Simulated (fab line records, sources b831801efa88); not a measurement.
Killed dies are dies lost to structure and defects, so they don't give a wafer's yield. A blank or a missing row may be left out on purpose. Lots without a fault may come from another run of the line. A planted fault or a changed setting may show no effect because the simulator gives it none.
Which tool did it? | flow gf180mcu | 11 lots, 33 wafers sampled, at 1 step of a route of 602

WHAT THE GAUGES READ, wafer by wafer
GF_STI_BOW_MEAS_00. Usual: INCOMING_BOW 0 um, standard deviation 6.2.
lot  | measured    | on            | INCOMING_BOW (um) | flag
L798 | day 2 01:01 | film_metro-03 | -3 8 3            |
L799 | day 2 06:00 | film_metro-02 | 11 -4 -3          |
L801 | day 2 16:00 | film_metro-01 | 10 -6 0           |
L804 | day 3 07:00 | film_metro-01 | 3 -8 -7           |
L810 | day 4 13:02 | film_metro-02 | 7 12 12           |
L811 | day 4 18:00 | film_metro-02 | 1 1 -9            |
L812 | day 4 23:01 | film_metro-02 | -7 -6 2           |
L815 | day 5 14:00 | film_metro-01 | 7 4 10            |
L816 | day 5 19:00 | film_metro-03 | 7 -1 9            |
L817 | day 6 00:01 | film_metro-02 | -1 6 0            |
L818 | day 6 05:00 | film_metro-03 | 6 -7 10           |

WHICH TOOL RAN EACH LOT (tool, then ch and the chambers of the sampled wafers, then the start)
The record holds no process step before these readings.

WHAT THE TOOLS THEMSELVES READ (means of the sampled wafers that have a number; where no wafer has one, the mark that the record gives instead)
The record holds no such reading with a usual standard deviation.

THE ANSWER, worked out from the rows above alone
Rule: a lot is off if the mean of its wafers that have a number lies more than 3 standard deviations from the usual mean. A lot without any number at a reading at which 4 lots or more have one is off too. The other lots that the step has rows for count as sound. The gauges are gone through in route order, then the tools' own readings, and for those a lot's mean is taken as printed above. The first step at which some lot is off is used, and at that step the reading that is off furthest; a lot without a number counts as furthest.
No lot is off at any reading shown: from this, nothing can be told.

WHAT THE SIMULATOR HAD PUT IN
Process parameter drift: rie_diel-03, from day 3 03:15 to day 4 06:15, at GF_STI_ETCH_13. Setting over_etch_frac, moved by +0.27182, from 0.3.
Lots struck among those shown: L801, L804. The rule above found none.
